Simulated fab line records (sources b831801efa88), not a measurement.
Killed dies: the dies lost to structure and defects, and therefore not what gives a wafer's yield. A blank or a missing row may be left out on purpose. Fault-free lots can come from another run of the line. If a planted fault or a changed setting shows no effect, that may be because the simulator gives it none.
Which tool is to blame? ; flow gf180mcu ; 24 lots with 72 wafers sampled at 6 steps, on a route of 602 steps

WHAT THE GAUGES SHOWED, per wafer
GF_POLY_GATE_THK_MEAS_17. Usual: for POLY_GATE_OXIDATION_THK the level is 4.01 nm and the standard deviation is 0.08.
lot;measured;on;POLY_GATE_OXIDATION_THK (nm);flag
L074;day 9 18:20;film_metro-02;3.91 3.90 3.85;
L075;day 9 23:49;film_metro-02;4.10 4.10 4.05;
L076;day 10 07:42;film_metro-02;3.98 3.90 3.85;
L077;day 10 13:11;film_metro-01;4.08 4.05 4.03;
L078;day 10 20:55;film_metro-01;4.10 4.05 4.05;
L079;day 11 05:19;film_metro-01;3.89 3.98 3.88;
L080;day 11 10:13;film_metro-01;4.06 4.07 4.04;
L081;day 11 16:19;film_metro-01;4.00 3.99 3.89;
L082;day 12 02:07;film_metro-02;4.01 4.03 4.00;
L083;day 12 10:07;film_metro-04;3.96 4.08 3.94;
L084;day 12 12:03;film_metro-01;4.05 4.02 4.11;
L085;day 13 02:22;film_metro-04;3.95 3.99 4.00;
L086;day 13 07:15;film_metro-01;3.92 3.90 4.02;
L087;day 13 11:55;film_metro-02;4.05 3.98 3.97;
L088;day 13 21:26;film_metro-01;4.10 4.11 4.06;
L089;day 14 06:37;film_metro-02;4.18 4.09 4.08;
L090;day 14 11:04;film_metro-01;4.01 4.02 4.00;
L091;day 14 17:52;film_metro-01;4.01 3.98 4.08;
L092;day 15 04:20;film_metro-01;3.97 4.05 4.02;
L093;day 15 08:28;film_metro-01;3.81 3.76 3.83;
L094;day 15 13:40;film_metro-02;4.05 4.09 4.09;
L095;day 15 20:01;film_metro-02;4.15 4.14 4.13;
L096;day 16 05:04;film_metro-01;4.08 4.03 4.07;
L097;day 16 13:41;film_metro-01;3.95 3.99 3.91;

GF_M1_CD_MEAS_14 targets a cd of 230 nm. Usual: cd_nm reads 230.0 nm (standard deviation 1.1).
lot;measured;on;cd_nm (nm);flag
L074;day 18 00:55;cd_sem-01;231.9 231.3 230.7;
L075;day 18 07:11;cd_sem-01;229.3 231.5 230.2;
L076;day 18 17:07;cd_sem-02;231.3 230.8 230.2;
L077;day 19 01:49;cd_sem-01;229.8 231.0 229.9;
L078;day 19 07:58;cd_sem-02;228.9 229.4 230.1;
L079;day 19 23:54;cd_sem-01;229.8 228.8 228.6;
L080;day 20 04:11;cd_sem-01;230.8 230.2 231.2;
L081;day 20 11:22;cd_sem-02;227.9 229.2 228.3;
L082;day 21 00:26;cd_sem-01;231.7 231.5 230.7;
L083;day 21 07:30;cd_sem-01;230.0 230.7 231.5;
L084;day 21 10:13;cd_sem-02;230.3 229.9 229.4;
L085;day 22 04:23;cd_sem-01;229.2 228.4 229.9;
L086;day 22 10:46;cd_sem-01;229.2 230.7 229.4;
L087;day 22 17:12;cd_sem-02;230.3 230.2 230.5;
L088;day 23 02:07;cd_sem-02;229.1 227.6 227.4;
L089;day 23 11:10;cd_sem-01;229.9 230.0 228.8;
L090;day 23 17:47;cd_sem-01;230.9 230.7 230.1;
L091;day 24 01:12;cd_sem-01;229.8 230.2 229.7;
L092;day 24 10:09;cd_sem-02;229.6 230.2 229.5;
L093;day 24 17:09;cd_sem-02;231.5 233.0 231.2;
L094;day 24 20:26;cd_sem-02;228.6 229.5 228.7;
L095;day 25 04:06;cd_sem-02;227.7 227.8 228.7;
L096;day 25 11:36;cd_sem-01;230.7 230.2 229.6;
L097;day 25 19:36;cd_sem-02;230.1 231.2 230.3;

GF_V2_OVL_MEAS_15. Usual: for V2_OVL the level is 3 nm and the standard deviation is 4.8.
lot;measured;on;V2_OVL (nm);flag
L074;day 21 08:16;overlay-02;1 0 1;
L075;day 21 13:00;overlay-01;3 0 3;
L076;day 21 23:53;overlay-01;3 -6 7;
L077;day 22 07:39;overlay-01;3 2 8;
L078;day 22 14:36;overlay-02;-2 -2 -2;
L079;day 23 05:36;overlay-01;6 13 5;
L080;day 23 09:40;overlay-01;4 4 1;
L081;day 23 17:22;overlay-01;-2 3 -7;
L082;day 24 04:27;overlay-01;12 7 1;
L083;day 24 11:07;overlay-01;-2 1 5;
L084;day 24 14:25;overlay-02;10 0 7;
L085;day 25 06:27;overlay-02;1 3 8;
L086;day 25 12:47;overlay-02;4 -2 4;
L087;day 25 18:31;overlay-01;13 12 10;
L088;day 26 02:03;overlay-02;2 1 -7;
L089;day 26 10:54;overlay-01;4 0 9;
L090;day 26 17:01;overlay-01;6 2 1;
L091;day 26 23:40;overlay-01;2 -6 -3;
L092;day 27 07:48;overlay-02;1 -2 6;
L093;day 27 13:19;overlay-02;-2 3 3;
L094;day 27 16:16;overlay-01;0 2 5;
L095;day 27 23:12;overlay-01;2 -2 -3;
L096;day 28 07:54;overlay-02;10 10 9;
L097;day 28 14:01;overlay-02;4 -5 -5;

WHICH TOOL RAN EACH LOT (tool, then ch and the chambers of the sampled wafers, then the start)
lot;GF_CONTACT_CMP_27;GF_M1_STRIP_17;GF_V2_CVD_02
L074;cmp-02 ch 0,1,2, day 17 00:20;plasma_asher-04 ch 0,1, day 18 01:10;pecvd-03 ch 1,2, day 20 06:02
L075;cmp-01 ch 0,1,2, day 17 06:56;plasma_asher-03 ch 0,1, day 18 07:27;pecvd-04 ch 0,2, day 20 12:11
L076;cmp-02 ch 0,3, day 17 16:41;plasma_asher-03 ch 1, day 18 17:22;pecvd-02 ch 0,2, day 20 22:41
L077;cmp-01 ch 0,1,3, day 18 00:50;plasma_asher-04 ch 0,1, day 19 02:04;pecvd-04 ch 0,1,2, day 21 06:55
L078;cmp-01 ch 0,1,3, day 18 06:35;plasma_asher-04 ch 0,1, day 19 08:13;pecvd-04 ch 0,2, day 21 13:32
L079;cmp-02 ch 1,2,3, day 18 22:24;plasma_asher-02 ch 0,1, day 20 00:10;pecvd-03 ch 0,1,2, day 22 05:08
L080;cmp-01 ch 0,2,3, day 19 03:26;plasma_asher-04 ch 0,1, day 20 04:27;pecvd-04 ch 0,1, day 22 08:57
L081;cmp-02 ch 0,2,3, day 19 10:45;plasma_asher-03 ch 1, day 20 11:44;pecvd-04 ch 0,1, day 22 17:05
L082;cmp-01 ch 0,2,3, day 19 23:26;plasma_asher-04 ch 0,1, day 21 00:42;pecvd-04 ch 0,2, day 23 04:37
L083;cmp-01 ch 1,2, day 20 06:43;plasma_asher-03 ch 0,1, day 21 07:46;pecvd-03 ch 0,1,2, day 23 11:08
L084;cmp-01 ch 0,1,2, day 20 08:54;plasma_asher-03 ch 0,1, day 21 10:28;pecvd-04 ch 0,1,2, day 23 14:47
L085;cmp-01 ch 1,3, day 21 03:42;plasma_asher-02 ch 0,1, day 22 04:39;pecvd-02 ch 0,1,2, day 24 06:32
L086;cmp-01 ch 0,3, day 21 09:45;plasma_asher-02 ch 0,1, day 22 11:02;pecvd-02 ch 1,2, day 24 13:43
L087;cmp-01 ch 1,3, day 21 17:02;plasma_asher-04 ch 0,1, day 22 17:28;pecvd-03 ch 0,1, day 24 19:43
L088;cmp-01 ch 0,2, day 22 01:15;plasma_asher-03 ch 0,1, day 23 02:22;pecvd-02 ch 0,1,2, day 25 03:57
L089;cmp-02 ch 1,2,3, day 22 11:08;plasma_asher-03 ch 0,1, day 23 11:25;pecvd-02 ch 1,2, day 25 12:59
L090;cmp-01 ch 2,3, day 22 17:44;plasma_asher-03 ch 0,1, day 23 18:04;pecvd-02 ch 1,2, day 25 18:43
L091;cmp-01 ch 0,1,2, day 23 01:03;plasma_asher-03 ch 0,1, day 24 01:28;pecvd-02 ch 1,2, day 26 01:46
L092;cmp-01 ch 0,1,2, day 23 10:07;plasma_asher-04 ch 0,1, day 24 10:28;pecvd-03 ch 0,1, day 26 10:17
L093;cmp-01 ch 2,3, day 23 18:16;plasma_asher-03 ch 1, day 24 17:24;pecvd-02 ch 0,2, day 26 16:40
L094;cmp-02 ch 0,1,2, day 23 20:41;plasma_asher-04 ch 0,1, day 24 20:44;pecvd-03 ch 1,2, day 26 19:59
L095;cmp-02 ch 0,1,3, day 24 04:59;plasma_asher-04 ch 0,1, day 25 04:22;pecvd-03 ch 0,1,2, day 27 02:52
L096;cmp-01 ch 0,1, day 24 12:33;plasma_asher-04 ch 0,1, day 25 11:52;pecvd-03 ch 0,1,2, day 27 10:29
L097;cmp-02 ch 0,1,2, day 24 21:29;plasma_asher-04 ch 0,1, day 25 19:52;pecvd-03 ch 0,1, day 27 17:11
- GF_CONTACT_CMP_27: polishes, stops on SiO2, t overpolish 15 s, target thk 0 nm.
- GF_M1_STRIP_17: strips in O2/N2.
- GF_V2_CVD_02: deposits SiO2 from TEOS, target thk 850 nm, time 94.851 s.

AS READ BY THE TOOLS THEMSELVES (means over the sampled wafers that have a number; for cases with no such wafer, the mark the record gives instead)
GF_CONTACT_CMP_27. Usual: motor_current_A 11.6 A, standard deviation 0.95; overpolish_run_s 15.000 s, standard deviation 0.0093; time_to_endpoint_s 71.2 s, standard deviation 3.
lot;tool;motor_current_A (A);overpolish_run_s (s);time_to_endpoint_s (s);flag
L074;cmp-02;11.7;14.995;70.3;
L075;cmp-01;11.2;15.001;73.3;
L076;cmp-02;11.2;15.000;71.7;
L077;cmp-01;12.4;15.001;70.4;
L078;cmp-01;12.3;14.991;73.2;
L079;cmp-02;11.6;15.009;70.6;
L080;cmp-01;11.4;15.007;72.4;
L081;cmp-02;11.2;15.000;73.7;
L082;cmp-01;11.7;14.999;73.6;
L083;cmp-01;10.4;14.996;68.6;
L084;cmp-01;10.9;14.994;71.5;
L085;cmp-01;12.5;15.009;70.9;
L086;cmp-01;11.8;15.002;71.1;
L087;cmp-01;12.4;14.993;70.2;
L088;cmp-01;11.1;15.006;73.6;
L089;cmp-02;11.1;14.998;69.9;
L090;cmp-01;12.1;14.990;72.4;
L091;cmp-01;11.1;15.008;73.2;
L092;cmp-01;11.2;14.995;71.4;
L093;cmp-01;11.0;15.007;69.0;
L094;cmp-02;11.5;15.002;67.5;
L095;cmp-02;11.5;14.993;68.8;
L096;cmp-01;11.7;15.005;71.3;
L097;cmp-02;11.7;14.988;65.9;

GF_M1_STRIP_17. Usual: drypump_motor_current_A 5.76 A, standard deviation 0.3; heater_power_w 333 W, standard deviation 42; oes_product_au 0.557 a.u., standard deviation 0.0052; platen_temp_c 249.99 C, standard deviation 0.17; strip_time_to_endpoint_s 7.85 s, standard deviation 0.053.
lot;tool;drypump_motor_current_A (A);heater_power_w (W);oes_product_au (a.u.);platen_temp_c (C);strip_time_to_endpoint_s (s);flag
L074;plasma_asher-04;5.51;372;0.559;249.98;7.91;
L075;plasma_asher-03;5.90;295;0.552;249.97;7.76;
L076;plasma_asher-03;5.61;283;0.551;249.93;7.86;
L077;plasma_asher-04;5.52;377;0.557;249.99;7.84;
L078;plasma_asher-04;5.52;372;0.557;250.20;7.79;
L079;plasma_asher-02;6.39;362;0.561;250.12;7.89;
L080;plasma_asher-04;5.53;374;0.553;250.03;7.77;
L081;plasma_asher-03;5.61;287;0.557;249.92;7.92;
L082;plasma_asher-04;5.53;369;0.566;249.97;7.91;
L083;plasma_asher-03;5.87;296;0.556;249.94;7.88;
L084;plasma_asher-03;5.89;296;0.561;250.12;7.90;
L085;plasma_asher-02;6.37;370;0.558;249.94;7.79;
L086;plasma_asher-02;6.38;364;0.559;249.87;7.89;
L087;plasma_asher-04;5.59;363;0.558;249.90;7.88;
L088;plasma_asher-03;5.90;296;0.555;249.91;7.83;
L089;plasma_asher-03;5.76;288;0.557;249.78;7.81;
L090;plasma_asher-03;5.89;293;0.558;249.95;7.85;
L091;plasma_asher-03;5.89;293;0.561;250.10;7.90;
L092;plasma_asher-04;5.51;373;0.560;250.08;7.87;
L093;plasma_asher-03;5.62;285;0.557;249.96;7.83;
L094;plasma_asher-04;5.51;374;0.560;250.15;7.88;
L095;plasma_asher-04;5.58;360;0.559;249.90;7.87;
L096;plasma_asher-04;5.52;371;0.558;250.10;7.81;
L097;plasma_asher-04;5.51;374;0.556;249.93;7.81;

GF_V2_CVD_02. Usual: heater_power_w reads 687 W (standard deviation 120).
lot;tool;heater_power_w (W);flag
L074;pecvd-03;672;
L075;pecvd-04;600;
L076;pecvd-02;709;
L077;pecvd-04;631;
L078;pecvd-04;674;
L079;pecvd-03;699;
L080;pecvd-04;670;
L081;pecvd-04;649;
L082;pecvd-04;660;
L083;pecvd-03;656;
L084;pecvd-04;671;
L085;pecvd-02;761;
L086;pecvd-02;845;
L087;pecvd-03;567;
L088;pecvd-02;792;
L089;pecvd-02;800;
L090;pecvd-02;837;
L091;pecvd-02;794;
L092;pecvd-03;659;
L093;pecvd-02;778;
L094;pecvd-03;626;
L095;pecvd-03;688;
L096;pecvd-03;661;
L097;pecvd-03;642;

THE ANSWER, worked out from the rows above alone
Rule: take the mean of a lot's wafers that have a number; if it is more than 3 standard deviations from the usual mean, the lot is off. A lot without any number at a reading at which 4 lots or more have one is off too. Any other lot the step has rows for is counted as sound. After the gauges, taken in route order, come the tools' own readings; for these a lot's mean is taken, as printed above. The first step at which some lot is off is used, and at that step the reading that is off furthest; a lot without a number counts as furthest.
Across all readings shown, no lot is off: no conclusion can be drawn from this.

WHAT THE SIMULATOR HAD INSERTED
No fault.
